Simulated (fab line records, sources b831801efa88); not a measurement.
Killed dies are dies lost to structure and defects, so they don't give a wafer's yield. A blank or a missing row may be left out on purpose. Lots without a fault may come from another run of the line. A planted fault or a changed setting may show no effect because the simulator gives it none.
A struck lot beside a sound one | flow sky130 | 15 steps out of a route of 708
Sound: wafers L604.2, L604.4, L604.6. Struck: wafer L594.2. (L594.4, L594.5 of the same lot were not struck and are left out.) The cause comes at the end.
At each step with rows: each side's tool, then ch and its chambers, then its first start. Under that, the readings that differ: sound wafers | struck wafers | difference of the means | sigmas: that difference in standard deviations of wafers without a fault.
alike: readings whose means differ by less than 2 such deviations, and words and numbers that are the same on both sides. not compared: withheld readings, readings that some wafer has no value for, bounds like >300 that may hide the same value, and numbers for which the record gives no deviation and whose values overlap.
The two part at a step that has a row with sigmas, a row that says differs or no value, or rows on one side only. Numbers that don't overlap but have no deviation are shown without sigmas and don't part them. A reading that every wafer of one side lacks parts them only if that side has two wafers or more.

SKY_VIA2_OVL_MEAS_13:
  sound on overlay-01, day 42 14:02; struck on overlay-01, day 39 04:58
  alike: VIA2_OVL
SKY_VIA2_ETCH_14: etches BARC in N2/H2, stops on SiO2, time 45.9 s, target depth 60 nm.
  sound on rie_diel-04 ch 0,1, day 42 14:04; struck on rie_diel-04 ch 3, day 39 04:59
  alike: drypump_motor_current_A, oes_product_au, throttle_valve_pct
  not compared: rf_hours_counter_h
SKY_VIA2_ETCH_15: etches SiO2 in C4F8/O2/Ar, stops on TiN, target depth 546 nm, time 84 s.
  sound on rie_diel-04 ch 0,1, day 42 14:06; struck on rie_diel-04 ch 3, day 39 05:02
  alike: oes_product_au
  not compared: rf_hours_counter_h
then, 4 steps without rows for these wafers: SKY_VIA2_STRIP_16 (strips in O2/N2); SKY_VIA2_STRIP_17 (strips in post etch residue remover, time 1200 s); SKY_VIA2_CLEAN_18 (cleans in IPA, time 180 s); SKY_VIA2_CLEAN_19 (cleans in O3/DIW).
SKY_VIA2_SPUTTER_20: material TiN, target thk 20 nm, time 80 s.
  sound on pvd_sputter-01, day 42 14:45; struck on pvd_sputter-04, day 39 05:44
  alike: throttle_valve_pct
SKY_VIA2_CVD_21: deposits W, target thk 420 nm, time 126.4 s.
  sound on cvd_w-01 ch 1, day 42 14:49; struck on cvd_w-01 ch 0, day 39 05:47
  alike: heater_power_w
SKY_VIA2_RS_MEAS_22: measures by four-point-probe.
  sound on film_metro-02, day 42 14:58; struck on film_metro-01, day 39 05:56
  alike: VIA2_W_RS
SKY_VIA2_THK_MEAS_23: measures by xrf.
  sound on film_metro-02, day 42 15:05; struck on film_metro-01, day 39 06:03
  alike: VIA2_W_THK
then, 1 step without rows for these wafers: SKY_VIA2_CMP_24 (polishes, stops on SiO2, t overpolish 20 s, target thk 0 nm).
SKY_METAL3_SPUTTER_00: material Ti, target thk 15 nm, time 10 s.
  sound on pvd_sputter-01, day 42 15:26; struck on pvd_sputter-03, day 39 06:24
  reading                                   | sound             | struck | difference | sigmas
  model.Ti_of_METAL3_SPUTTER_00.thk_nm (nm) | 15.36 14.97 15.23 | 19.9   | +4.7       |
  alike: throttle_valve_pct
SKY_METAL3_SPUTTER_01: material TiN, target thk 20 nm, time 16.7 s.
  sound on pvd_sputter-01, day 42 15:27; struck on pvd_sputter-03, day 39 06:25
  alike: throttle_valve_pct
-- the record jumps here: 9 days lie between the struck wafers' starts before and after (it left off in module METAL3 and takes up again in module PAD_OPEN, whose first step shown is number 708 of the route) --
SKY_PAD_OPEN_PROBE_99:
  sound on prober-02, day 50 10:42; struck on prober-01, day 48 04:54
  reading               | sound       | struck | difference | sigmas
  sort_bin_6_memory (%) | 7.7 6.1 6.3 | 4.3    | -2.4       | -2
  alike: defect_limited_yield, killed_at_M0_to_M3, killed_at_M4_up, killed_at_contacts, killed_at_front_end, killed_at_other, killed_dies, killed_open, killed_short, sort_bin_3_pad_short, sort_bin_5_function, sort_n_pass, sort_yield_pct

WHERE THEY PART
Only at SKY_PAD_OPEN_PROBE_99, within this record.

WHY: what the simulator had put in
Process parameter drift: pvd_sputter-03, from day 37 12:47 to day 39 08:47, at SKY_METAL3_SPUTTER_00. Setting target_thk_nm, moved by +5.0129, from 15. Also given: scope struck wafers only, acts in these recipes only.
